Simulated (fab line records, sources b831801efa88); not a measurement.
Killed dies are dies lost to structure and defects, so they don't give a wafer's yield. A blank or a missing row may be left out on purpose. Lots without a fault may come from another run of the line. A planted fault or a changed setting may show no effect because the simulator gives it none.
fab line records | flow sky130
record lots=6 wafers=18 last_day=49
route steps=708 shown METAL1@441 PAD_OPEN@708
lots that met no fault: from a run of the same line without faults
start_h: hours from the record's first day to the start of the lot's first wafer shown | wait_h: hours since the lot's step before | " the same as in the row above | L1.1+2: a row that stands for several wafers | - no value, or no start given | * or withheld: withheld | < > ~ a bound
route shown NAME@n: a module of which the file shows steps, and the number in the route of the first | usual: mean/standard deviation of fault-free wafers | same: alike in all rows | chamber/n: place in a boat | sites: the reading at each site | _std_site: their standard deviation | _edge_site: outer sites' mean less inner sites' | radius_mm: how far each site lies from the wafer's centre | mask NAME#n: copy n | behind: the tool/chamber that last shaped the wafer | hold: why the lot was held/for how many hours/how that ended | device: the transistor (n, p or np) that didn't switch | end of line: the same wafers' tests at the end of the route | a step without rows: its recipe alone | killed: dies lost to structure and defects at the first sort, not the wafer's yield | map: a wafer's dies, x killed, . not, _ none there
set.NAME: the setting as run; set.NAME@STEP: as run at that earlier step | model.NAME: the simulator's own value behind a step, which no gauge read
lots at some steps of the route; a table a step, a row a wafer
services: from which hour (start_h, from the record's first day; less than 0 if before it) a tool's chamber was out of use, for how many hours, and why
## steps
# step SKY_METAL1_DEHYDRATE_07
# recipe temp_c=200 time_s=60
# step SKY_METAL1_HMDS_08
# recipe prime_time_s=60 prime_temp_c=120
# step SKY_METAL1_COAT_09
# recipe resist=BARC temp_c=withheld time_s=withheld spin_rpm=3000 resist_thk_nm=60
# step SKY_METAL1_COAT_10
# recipe resist=KrF-thick spin_rpm=3000 resist_thk_nm=450
# step SKY_METAL1_SOFTBAKE_11
# recipe temp_c=100 time_s=90 resist=KrF-thick
# step SKY_METAL1_EXPOSE_12
# recipe mask_id=MM1 na=0.8 source_shape=annular sigma_inner=0.55 sigma_outer=0.85 target_cd_nm=140 dose_mj=28
# step SKY_METAL1_PEB_13
# recipe peb_temp_c=withheld peb_time_s=withheld resist=KrF-thick
# step SKY_METAL1_DEVELOP_14
# recipe develop_time_s=60 resist=KrF-thick dev_temp_c=21
# step SKY_METAL1_CD_MEAS_15
# recipe target_cd_nm=140
# usual cd_nm=139.8/1.7
# columns lot.wafer tool chamber start_h wait_h cd_nm
L905.3 cd_sem-02 - 768.32 - 138.5
L905.4 " - " " 139.4
L905.6 " - " " 139.0
L915.2 cd_sem-02 - 840.03 - 141.8
L915.4 " - " " 141.5
L915.6 " - " " 141.2
L917.1 cd_sem-01 - 864.81 - 141.5
L917.3 " - " " 139.9
L917.4 " - " " 139.8
L923.4 cd_sem-02 - 916.77 - 137.1
L923.5 " - " " 139.3
L923.6 " - " " 137.8
L925.1 cd_sem-02 - 918.40 - 140.2
L925.4 " - " " 142.3
L925.6 " - " " 141.6
L924.1 cd_sem-02 - 919.92 - 135.1
L924.3 " - " " 136.1
L924.5 " - " " 136.4
# step SKY_METAL1_OVL_MEAS_16
# usual METAL1_OVL=-1/4.6
# columns lot.wafer tool chamber start_h wait_h METAL1_OVL[nm]
L905.3 overlay-02 - 768.41 0.1 -6
L905.4 " - " " -14
L905.6 " - " " -11
L915.2 overlay-01 - 840.14 0.1 0
L915.4 " - " " -7
L915.6 " - " " -2
L917.1 overlay-02 - 864.93 0.1 0
L917.3 " - " " 4
L917.4 " - " " -2
L923.4 overlay-02 - 916.85 0.1 1
L923.5 " - " " -6
L923.6 " - " " -1
L925.1 overlay-01 - 918.52 0.1 -4
L925.4 " - " " -3
L925.6 " - " " 0
L924.1 overlay-02 - 920.04 0.1 5
L924.3 " - " " 2
L924.5 " - " " 9
# step SKY_METAL1_DESCUM_17
# recipe chemistry=O2 source_power_w=150 bias_power_w=0 pressure_mtorr=10 temp_c=40 time_s=8
# usual drypump_motor_current_A=5.9/0.42 oes_product_au=0.999/0.015 rf_fwd_power_W=147.0/0.77
# same bias_power_w=0 time_s=8
# columns lot.wafer tool chamber start_h wait_h drypump_motor_current_A oes_product_au rf_fwd_power_W rf_hours_counter_h
L905.3 rie_metal-01 0 768.46 0.0 6.4 1.021 147.1 -
L905.4 " 0 " " 6.3 1.025 147.0 -
L905.6 " 0 " " 6.3 1.024 147.1 -
L915.2 rie_metal-01 0 840.17 0.0 6.3 1.020 147.8 14
L915.4 " 0 " " 6.3 1.028 147.0 -
L915.6 " 0 " " 6.3 1.022 147.5 -
L917.1 rie_metal-01 1 864.97 0.0 5.0 0.993 147.2 1
L917.3 " 1 " " 5.0 0.989 147.9 -
L917.4 " 0 " " 6.3 1.020 148.4 -
L923.4 rie_metal-03 0 916.88 0.0 6.3 0.985 146.6 -
L923.5 " 0 " " 6.4 0.985 146.3 -
L923.6 " 1 " " 5.8 0.975 147.4 -
L925.1 rie_metal-03 1 918.56 0.0 5.8 0.988 146.7 17
L925.4 " 0 " " 6.4 0.999 146.7 -
L925.6 " 0 " " 6.4 0.999 146.2 -
L924.1 rie_metal-02 0 920.08 0.0 5.5 0.993 146.6 10
L924.3 " 0 " " 5.5 1.000 146.0 -
L924.5 " 0 " " 5.5 0.999 146.1 -
# step SKY_METAL1_ETCH_18
# recipe chemistry=N2/H2 target=BARC ion_energy_ev=200 bias_w=100 pressure_mtorr=30 n2_flow_sccm=100 h2_flow_sccm=200 icp_w=500 stop_on=SiO2 time_s=45.9 target_depth_a=600
# usual drypump_motor_current_A=6.0/0.42 oes_product_au=0.854/0.0053 rf_fwd_power_W=494.2/2.5 throttle_valve_pct=13.224/0.0087
# same time_s=45.9
# columns lot.wafer tool chamber start_h wait_h drypump_motor_current_A oes_product_au rf_fwd_power_W rf_hours_counter_h throttle_valve_pct
L905.3 rie_metal-01 0 768.54 0.1 6.4 0.855 495.4 - 13.217
L905.4 " 0 " " 6.3 0.846 492.2 - 13.224
L905.6 " 0 " " 6.3 0.846 491.8 - 13.223
L915.2 rie_metal-01 0 840.20 0.0 6.3 0.863 496.0 14 13.220
L915.4 " 0 " " 6.3 0.851 499.1 - 13.232
L915.6 " 0 " " 6.3 0.841 496.0 - 13.219
L917.1 rie_metal-01 1 865.00 0.0 5.0 0.850 494.7 1 13.222
L917.3 " 1 " " 5.0 0.848 496.3 - 13.233
L917.4 " 0 " " 6.3 0.862 494.3 - 13.233
L923.4 rie_metal-03 0 916.92 0.0 6.4 0.850 491.2 - 13.217
L923.5 " 0 " " 6.4 0.856 492.9 - 13.224
L923.6 " 1 " " 5.9 0.861 495.4 - 13.218
L925.1 rie_metal-03 1 918.59 0.0 5.9 0.855 495.6 17 13.216
L925.4 " 0 " " 6.4 0.849 489.9 - 13.217
L925.6 " 0 " " 6.4 0.859 488.8 - 13.227
L924.1 rie_metal-02 0 920.11 0.0 5.5 0.858 491.9 10 13.225
L924.3 " 0 " " 5.5 0.851 489.9 - 13.212
L924.5 " 0 " " 5.5 0.847 489.8 - 13.242
# step SKY_METAL1_METAL_ETCH_19
# recipe target_depth_a=3600 stop_on=SiO2 over_etch_frac=0.3 time_s=78 chemistry=Cl2/BCl3 resist_sidewall_deg=88 pressure_mtorr=10 icp_w=900 bias_w=48.5 Cl2_flow_sccm=60 bcl3_flow_sccm=30
# usual drypump_motor_current_A=5.9/0.41 oes_product_au=0.854/0.0062 over_etch_frac=0.3/0 rf_fwd_power_W=892/3.9 throttle_valve_pct=22.264/0.0094
# same time_s=78
# columns lot.wafer tool chamber start_h wait_h drypump_motor_current_A oes_product_au over_etch_frac rf_fwd_power_W rf_hours_counter_h throttle_valve_pct model.KrF-thick_of_METAL1_COAT_10.thk_nm
L905.3 rie_metal-01 0 768.69 0.1 6.3 0.855 0.3 895 - 22.274 146.6
L905.4 " 0 " " 6.3 0.852 0.3 892 - 22.254 148.1
L905.6 " 0 " " 6.3 0.863 0.3 897 - 22.260 148.8
L915.2 rie_metal-01 0 840.26 0.0 6.3 0.809 0.44592 896 14 22.279 127.2
L915.4 " 0 " " 6.3 0.804 0.44592 895 - 22.251 126.4
L915.6 " 0 " " 6.3 0.809 0.44592 892 - 22.276 124.5
L917.1 rie_metal-01 1 865.06 0.0 5.0 0.802 0.44592 891 1 22.251 135
L917.3 " 1 " " 4.9 0.812 0.44592 894 - 22.257 136.1
L917.4 " 0 " " 6.3 0.788 0.44592 901 - 22.267 129.7
L923.4 rie_metal-03 0 916.99 0.1 6.3 0.843 0.3 889 - 22.251 162.8
L923.5 " 0 " " 6.3 0.855 0.3 892 - 22.252 164.8
L923.6 " 1 " " 5.8 0.850 0.3 893 - 22.252 167.9
L925.1 rie_metal-03 1 918.65 0.0 5.9 0.852 0.3 898 17 22.273 164.7
L925.4 " 0 " " 6.3 0.842 0.3 891 - 22.273 160.1
L925.6 " 0 " " 6.4 0.846 0.3 886 - 22.271 158.7
L924.1 rie_metal-02 0 920.17 0.0 5.5 0.853 0.3 892 10 22.250 159.1
L924.3 " 0 " " 5.5 0.854 0.3 890 - 22.269 159.6
L924.5 " 0 " " 5.5 0.846 0.3 892 - 22.268 163.2
# step SKY_METAL1_STRIP_20
# recipe chemistry=O2/N2 power_w=1400 pressure_mtorr=1500 platen_temp_c=withheld o2_flow_sccm=3000 n2_flow_sccm=300 overash_fraction=0.5
# usual drypump_motor_current_A=5.51/0.21 oes_product_au=0.343/0.0052 strip_time_to_endpoint_s=2.70/0.065
# columns lot.wafer tool chamber start_h wait_h drypump_motor_current_A oes_product_au rf_hours_counter_h strip_time_to_endpoint_s
L905.3 plasma_asher-01 0 768.84 0.1 5.24 0.341 - 2.55
L905.4 " 1 " " 5.33 0.338 - 2.57
L905.6 " 0 " " 5.27 0.341 - 2.58
L915.2 plasma_asher-02 0 840.35 0.1 5.87 0.334 103 2.35
L915.4 " 1 " " 5.54 0.324 - 2.35
L915.6 " 1 " " 5.54 0.321 - 2.34
L917.1 plasma_asher-04 1 865.15 0.1 5.45 0.333 74 2.42
L917.3 " 0 " " 5.60 0.329 - 2.44
L917.4 " 1 " " 5.44 0.327 - 2.39
L923.4 plasma_asher-01 1 917.08 0.1 5.35 0.338 - 2.74
L923.5 " 1 " " 5.36 0.340 - 2.76
L923.6 " 0 " " 5.19 0.348 - 2.78
L925.1 plasma_asher-02 0 918.74 0.1 5.87 0.344 111 2.77
L925.4 " 1 " " 5.56 0.343 - 2.72
L925.6 " 0 " " 5.87 0.348 - 2.69
L924.1 plasma_asher-02 1 920.26 0.1 5.57 0.345 111 2.69
L924.3 " 0 " " 5.86 0.351 - 2.69
L924.5 " 0 " " 5.87 0.347 - 2.74
# step SKY_METAL1_STRIP_21
# recipe chemistry=post_etch_residue_remover time_s=1200 temp_c=72.5
# step SKY_PAD_OPEN_PROBE_99
# usual defect_limited_yield=82.8/1.9 killed_at_M0_to_M3=42/6.3 killed_at_M4_up=3.2/1.9 killed_at_contacts=24/5.8 killed_at_front_end=15/4.3 killed_at_other=0.2/0.62 killed_dies=85/9.3 killed_open=46/6.8 killed_short=38/6.1 sort_bin_3_pad_short=0.8/0.43 sort_bin_5_function=10.2/1.5 sort_bin_6_memory=6.2/1.1 sort_n_pass=407/9.3 sort_yield_pct=82.8/1.9
# same gross_dies=492 killed_at_back_side=0 sort_bin_4_leakage[%]=0 sort_bin_8_speed[%]=0
# columns lot.wafer tool chamber start_h wait_h defect_limited_yield[%] killed_at_M0_to_M3 killed_at_M4_up killed_at_contacts killed_at_front_end killed_at_other killed_dies killed_open killed_short sort_bin_3_pad_short[%] sort_bin_5_function[%] sort_bin_6_memory[%] sort_n_pass sort_yield_pct[%]
L905.3 prober-01 - 1071.02 0.2 84.6 41 8 16 11 0 76 44 30 0.6 8.3 6.5 416 84.6
L905.4 prober-01 - 1071.07 0.2 83.9 37 6 22 14 0 79 45 34 0.6 9.1 6.3 413 83.9
L905.6 prober-01 - 1071.17 0.2 81.9 44 6 23 15 1 89 55 32 0.6 11.2 6.3 403 81.9
# killed by level:class
L905.3 VIA1:geometric_particle:open=13 CONTACT:geometric_particle:open=9 METAL2:geometric_particle:short=7 VIA2:geometric_particle:open=5 VIA3:geometric_particle:short=5 FIELD_ISO:geometric_particle:short=4 FIELD_ISO:geometric_particle:open=3 LI_CONTACT:geometric_particle:open=3
L905.4 CONTACT:geometric_particle:open=8 VIA2:geometric_particle:open=8 VIA3:geometric_particle:open=8 LI_CONTACT:geometric_particle:open=6 LOCAL_INTERCONNECT:geometric_particle:short=5 VIA1:geometric_particle:open=5 FIELD_ISO:geometric_particle:open=3 FIELD_ISO:geometric_particle:short=3
L905.6 VIA1:geometric_particle:open=14 LI_CONTACT:geometric_particle:open=8 CONTACT:geometric_particle:open=7 VIA2:geometric_particle:open=6 VIA1:geometric_particle:short=5 METAL2:geometric_particle:short=5 FIELD_ISO:geometric_particle:open=4 LI_CONTACT:geometric_particle:short=4
## services
# columns tool chamber start_h hours kind
plasma_asher-01 - 746.49 15.6 pm
rie_metal-02 1 755.50 - clean
rie_metal-02 1 755.50 23.1 scheduled_down
rie_metal-02 1 755.50 23.1 vent_cycle
rie_metal-01 1 759.54 13.8 repair
rie_metal-02 1 793.84 40.4 repair
rie_metal-02 0 798.89 27.8 repair
plasma_asher-01 - 806.17 10.0 pm
rie_metal-01 1 808.44 - clean
rie_metal-01 1 808.44 21.8 scheduled_down
rie_metal-01 1 808.44 21.8 vent_cycle
rie_metal-02 - 826.67 2.7 pm
rie_metal-01 1 848.14 5.9 repair
plasma_asher-04 - 859.55 1.1 repair
rie_metal-01 0 868.32 1.5 repair
rie_metal-01 1 891.50 63.0 repair
## key
first_sign step=SKY_METAL1_METAL_ETCH_19 reading=over_etch_frac direction=up sigmas=99+ usual=0.3 struck=0.44592
effect step=SKY_METAL1_METAL_ETCH_19 reading=oes_product_au direction=down sigmas=8 usual=0.854 struck=0.804
effect step=SKY_METAL1_STRIP_20 reading=strip_time_to_endpoint_s direction=down sigmas=4.9 usual=* struck=*
model_effect step=SKY_METAL1_METAL_ETCH_19 value=KrF-thick_of_METAL1_COAT_10.thk_nm without=156.4 struck=129.8
met_at SKY_METAL1_METAL_ETCH_19
struck_wafers L915.2,L915.4,L915.6,L917.1,L917.3,L917.4
onset_between 768.69 840.26
fault kind=process_parameter_drift tool=rie_metal-01 chamber=- onset_h=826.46 steps=SKY_METAL1_METAL_ETCH_19 channel=over_etch_frac offset=0.14592 shape=step end_h=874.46 acts_in=these_recipes_only stated=0.3
